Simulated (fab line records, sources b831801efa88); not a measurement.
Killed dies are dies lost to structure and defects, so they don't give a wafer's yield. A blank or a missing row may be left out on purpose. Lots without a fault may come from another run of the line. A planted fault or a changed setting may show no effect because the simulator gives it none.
Which tool did it? | flow sfq_line | 14 lots, 41 wafers sampled, at 3 steps of a route of 325

WHAT THE GAUGES READ, wafer by wafer
SFQ_L0_RS_MEAS_901: measures by four-point-probe. Usual: L0_MONX_KI_RS 43.5 ohm/sq, standard deviation 0.37.
lot  | measured    | on            | L0_MONX_KI_RS (ohm/sq)        | flag
L910 | day 1 12:36 | film_metro-02 | 44.0 44.0 43.8                |
L911 | day 1 17:36 | film_metro-02 | 43.2 43.2 43.0                |
L912 | day 1 22:34 | film_metro-04 | 44.1 43.4 43.9                |
L913 | day 2 03:34 | film_metro-02 | 43.2 43.3 43.3                |
L914 | day 2 08:34 | film_metro-02 | 43.3 43.1 43.1                |
L915 | day 2 13:35 | film_metro-04 | 43.6 44.0 43.8                |
L919 | day 3 09:34 | film_metro-02 | 43.6 43.6 43.7                |
L921 | day 3 19:34 | film_metro-04 | 43.2 43.2 43.6                |
L922 | day 4 00:36 | film_metro-04 | 43.1 43.5 43.9                |
L924 | day 4 10:35 | film_metro-02 | 43.9 43.7 43.8                |
L928 | day 5 06:35 | film_metro-02 | 43.0 43.1 43.2                |
L930 | day 5 16:34 | film_metro-02 | 42.6 43.2 43.0                |
L932 | day 6 02:34 | film_metro-04 | 98.9 43.2 42.9 98.7 43.2 42.8 | OFF
L933 | day 6 07:34 | film_metro-04 | 98.8 43.5 98.8 43.6           | OFF

SFQ_L0_THK_MEAS_902: measures by xrf. Usual: L0_MONX_KI_THK 39.6 nm, standard deviation 0.38.
lot  | measured    | on            | L0_MONX_KI_THK (nm)           | flag
L910 | day 1 12:42 | film_metro-02 | 39.2 38.8 39.2                |
L911 | day 1 17:42 | film_metro-02 | 39.6 39.8 39.8                |
L912 | day 1 22:41 | film_metro-04 | 38.9 39.4 38.9                |
L913 | day 2 03:41 | film_metro-02 | 39.9 40.0 39.9                |
L914 | day 2 08:41 | film_metro-02 | 40.0 40.1 40.1                |
L915 | day 2 13:41 | film_metro-04 | 39.5 39.2 39.3                |
L919 | day 3 09:41 | film_metro-02 | 39.7 39.7 39.5                |
L921 | day 3 19:41 | film_metro-04 | 39.8 39.8 39.4                |
L922 | day 4 00:42 | film_metro-04 | 39.9 39.7 39.5                |
L924 | day 4 10:41 | film_metro-02 | 39.3 39.3 39.1                |
L928 | day 5 06:41 | film_metro-02 | 40.3 40.0 39.9                |
L930 | day 5 16:41 | film_metro-02 | 40.4 39.8 39.9                |
L932 | day 6 05:53 | film_metro-04 | 17.3 39.8 40.1 17.4 39.7 40.1 | OFF
L933 | day 6 12:48 | film_metro-04 | 17.4 39.1 17.4 39.5           | OFF

WHICH TOOL RAN EACH LOT (tool, then ch and the chambers of the sampled wafers, then the start)
lot  | SFQ_TRILAYER_L0_DEP_SPUTTER_003
L910 | pvd_sputter-03, day 1 12:29
L911 | pvd_sputter-04, day 1 17:29
L912 | pvd_sputter-04, day 1 22:29
L913 | pvd_sputter-03, day 2 03:29
L914 | pvd_sputter-04, day 2 08:29
L915 | pvd_sputter-05, day 2 13:29
L919 | pvd_sputter-04, day 3 09:29
L921 | pvd_sputter-04, day 3 19:29
L922 | pvd_sputter-05, day 4 00:29
L924 | pvd_sputter-04, day 4 10:29
L928 | pvd_sputter-04, day 5 06:29
L930 | pvd_sputter-03, day 5 16:29
L932 | pvd_sputter-05, day 6 02:29
L933 | pvd_sputter-05, day 6 07:29
- SFQ_TRILAYER_L0_DEP_SPUTTER_003: material MoNx KI, target thk 40 nm, time 100 s.

WHAT THE TOOLS THEMSELVES READ (means of the sampled wafers that have a number; where no wafer has one, the mark that the record gives instead)
SFQ_TRILAYER_L0_DEP_SPUTTER_003. Usual: throttle_valve_pct 29.8 %, standard deviation 0.83.
lot  | tool           | throttle_valve_pct (%) | flag
L910 | pvd_sputter-03 | 30.8                   |
L911 | pvd_sputter-04 | 29.9                   |
L912 | pvd_sputter-04 | 29.5                   |
L913 | pvd_sputter-03 | 30.0                   |
L914 | pvd_sputter-04 | 29.3                   |
L915 | pvd_sputter-05 | 29.7                   |
L919 | pvd_sputter-04 | 29.1                   |
L921 | pvd_sputter-04 | 29.6                   |
L922 | pvd_sputter-05 | 29.3                   |
L924 | pvd_sputter-04 | 29.0                   |
L928 | pvd_sputter-04 | 29.0                   |
L930 | pvd_sputter-03 | 30.0                   |
L932 | pvd_sputter-05 | 30.1                   |
L933 | pvd_sputter-05 | 29.9                   |

THE ANSWER, worked out from the rows above alone
Rule: a lot is off if the mean of its wafers that have a number lies more than 3 standard deviations from the usual mean. A lot without any number at a reading at which 4 lots or more have one is off too. The other lots that the step has rows for count as sound. The gauges are gone through in route order, then the tools' own readings, and for those a lot's mean is taken as printed above. The first step at which some lot is off is used, and at that step the reading that is off furthest; a lot without a number counts as furthest.
Off: L932, L933, at SFQ_L0_RS_MEAS_901 (L0_MONX_KI_RS).
A tool fits if, at a process step before that reading, it ran every lot that is off, and no sound lot after the first of them. The gauges at SFQ_L0_RS_MEAS_901 are tried like those tools. Can't be told from this: 2 tools fit, pvd_sputter-05 at SFQ_TRILAYER_L0_DEP_SPUTTER_003, film_metro-04 at SFQ_L0_RS_MEAS_901.

WHAT THE SIMULATOR HAD PUT IN
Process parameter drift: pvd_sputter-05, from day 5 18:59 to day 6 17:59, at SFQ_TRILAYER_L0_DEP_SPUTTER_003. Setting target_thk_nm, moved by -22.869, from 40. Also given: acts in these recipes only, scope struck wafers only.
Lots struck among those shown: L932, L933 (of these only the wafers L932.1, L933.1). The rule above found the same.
